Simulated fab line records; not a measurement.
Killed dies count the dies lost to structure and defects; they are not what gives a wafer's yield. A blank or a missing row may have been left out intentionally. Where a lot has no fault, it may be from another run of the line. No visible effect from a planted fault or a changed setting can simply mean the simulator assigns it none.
Matching of chambers -- flow gf180mcu -- GF_V5_CMP_04 on cmp-02 has 4 sister chambers
The step polishes SiO2. 4 wafers are shown with their chamber, then 8 later ones without.

WAFERS PAIRED WITH THEIR CHAMBERS
wafer,chamber,motorCurrentA (A)
L433.3,1,13.3
L443.1,2,9.8
L443.4,3,10.3
L444.2,0,13.2

WAFERS WHOSE CHAMBER IS MISSING
wafer,motorCurrentA (A)
L444.4,11.3
L444.6,12.4
L448.2,13.6
L448.3,13.2
L448.6,11.1
L450.1,9.7
L450.2,13.3
L450.3,9.9

EACH ONE'S CHAMBER
wafer,from the rows above,in truth
L444.4,can't be placed: 3 or 2 or 0 or 1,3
L444.6,can't be placed: 0 or 1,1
L448.2,can't be placed: 1 or 0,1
L448.3,can't be placed: 0 or 1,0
L448.6,can't be placed: 3 or 2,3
L450.1,can't be placed: 2 or 3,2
L450.2,can't be placed: 1 or 0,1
L450.3,can't be placed: 2 or 3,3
Correctly placed: 0 of 8. Cannot be placed on the basis of these rows: 8; the candidates contain the true chamber in 8. Number placed wrongly: 0.
How it was worked out, from the rows above alone: a wafer's distance from a chamber is the root of the sum, over the readings, of the square of ((its reading less the chamber's mean) divided by the reading's scatter). The wafer belongs to the nearest chamber; if the next one is less than 2 further off, it can't be placed. For every chamber, the mean is computed from those of its wafers that are shown. The scatter (one wafer shown for each chamber): square how far every hidden wafer sits from the nearest shown wafer, average those squares and take the square root.
